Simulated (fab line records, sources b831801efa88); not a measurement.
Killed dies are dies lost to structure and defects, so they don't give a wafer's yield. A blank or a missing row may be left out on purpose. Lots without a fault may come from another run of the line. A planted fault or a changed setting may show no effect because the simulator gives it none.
A struck lot beside a sound one | flow sky130 | 14 steps out of a route of 708
Sound: wafers L251.1, L251.4, L251.6. Struck: wafers L265.2, L265.3, L265.4. The cause comes at the end.
At each step with rows: each side's tool, then ch and its chambers, then its first start. Under that, the readings that differ: sound wafers | struck wafers | difference of the means | sigmas: that difference in standard deviations of wafers without a fault.
alike: readings whose means differ by less than 2 such deviations, and words and numbers that are the same on both sides. not compared: withheld readings, readings that some wafer has no value for, bounds like >300 that may hide the same value, and numbers for which the record gives no deviation and whose values overlap.
The two part at a step that has a row with sigmas, a row that says differs or no value, or rows on one side only. Numbers that don't overlap but have no deviation are shown without sigmas and don't part them. A reading that every wafer of one side lacks parts them only if that side has two wafers or more.

first, 5 steps without rows for these wafers: SKY_SD_N_COAT_02 (resist thk 1140 nm); SKY_SD_N_SOFTBAKE_03 (time 60 s); SKY_SD_N_EXPOSE_04 (exposes mask NSDM, target cd 380 nm); SKY_SD_N_PEB_05; SKY_SD_N_DEVELOP_06 (develop time 60 s).
SKY_SD_N_CD_MEAS_07: target cd 380 nm.
  sound on cd_sem-02, day 27 15:29; struck on cd_sem-02, day 33 19:07
  alike: cd_nm
SKY_SD_N_OVL_MEAS_08:
  sound on overlay-01, day 27 15:36; struck on overlay-02, day 33 19:14
  alike: SD_N_OVL
then, 2 steps without rows for these wafers: SKY_SD_N_IMPLANT_09; SKY_SD_N_IMPLANT_10.
SKY_SD_N_STRIP_11: strips in O2/N2.
  sound on plasma_asher-04 ch 0,1, day 27 15:56; struck on plasma_asher-02 ch 0,1, day 33 19:34
  alike: drypump_motor_current_A, oes_product_au, strip_time_to_endpoint_s
  not compared: rf_hours_counter_h
SKY_SD_N_TW_MEAS_12:
  sound on film_metro-03, day 27 16:02; struck on film_metro-04, day 33 19:40
  alike: SD_N_TW
then, 1 step without rows for these wafers: SKY_SD_N_CLEAN_13 (cleans in SC1/SC2, time 150 s).
SKY_SD_N_RTA_14: time 2 s.
  sound on rtp_anneal-02 ch 0, day 27 16:09; struck on rtp_anneal-01, day 33 19:47
  no value came back on the struck wafers for any of 5 readings (anneal_temp_c_max, chamber_o2_ppm and others); on the sound wafers anneal_temp_c_max reads 1081.6 1081.1 1079.9
SKY_SD_N_RS_MEAS_16: measures by four-point-probe.
  sound on film_metro-04, day 27 16:19; struck on film_metro-02, day 33 20:00
  reading          | sound             | struck | difference                    | sigmas
  SD_N_RS (ohm/sq) | 68.52 68.53 68.60 | - - -  | no value on the struck wafers |

WHERE THEY PART
First at SKY_SD_N_RTA_14; last, within this record, at SKY_SD_N_RS_MEAS_16.

WHY: what the simulator had put in
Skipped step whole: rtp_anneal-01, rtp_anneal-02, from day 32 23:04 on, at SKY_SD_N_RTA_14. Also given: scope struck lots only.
